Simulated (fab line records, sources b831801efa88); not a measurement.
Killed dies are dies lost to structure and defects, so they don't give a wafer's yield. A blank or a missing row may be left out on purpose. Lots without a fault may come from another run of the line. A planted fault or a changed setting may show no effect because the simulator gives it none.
Chamber matching | flow sky130 | SKY_VIA2_CMP_02 on cmp-01: 4 sister chambers
The step polishes SiO2. 8 wafers are shown with their chamber, then 7 later ones without.

WAFERS WITH THEIR CHAMBER
wafer  | chamber | motor_current_A (A)
L233.2 | 2       | 13.5
L240.3 | 1       | 12.6
L249.3 | 2       | 13.5
L252.2 | 1       | 12.9
L252.3 | 3       | 13.3
L252.4 | 0       | 12.5
L254.3 | 3       | 13.4
L254.4 | 0       | 12.7

WAFERS WITHOUT THEIR CHAMBER
wafer  | motor_current_A (A)
L254.5 | 12.2
L253.3 | 13.2
L253.4 | 13.1
L253.5 | 13.0
L255.2 | 13.5
L255.3 | 13.9
L255.4 | 13.1

WHICH CHAMBER EACH WENT THROUGH
wafer  | from the rows above               | in truth
L254.5 | can't be placed: 0 or 1           | 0
L253.3 | can't be placed: 3 or 2           | 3
L253.4 | can't be placed: 3 or 1 or 2 or 0 | 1
L253.5 | can't be placed: 1 or 3 or 0 or 2 | 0
L255.2 | can't be placed: 2 or 3           | 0
L255.3 | can't be placed: 2 or 3           | 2
L255.4 | can't be placed: 3 or 1 or 2 or 0 | 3
Placed correctly: 0 of 7. Can't be placed from these rows: 7 (the true chamber is among the candidates in 6). Placed wrongly: 0.
How it was worked out, from the rows above alone: a wafer's distance from a chamber is the root of the sum, over the readings, of the square of ((its reading less the chamber's mean) divided by the reading's scatter). The wafer belongs to the nearest chamber; if the next one is less than 2 further off, it can't be placed. A chamber's mean is the mean of its shown wafers. The scatter: the root of (the sum of the squares of (reading less its chamber's mean) over the shown wafers, divided by (wafers less chambers)).
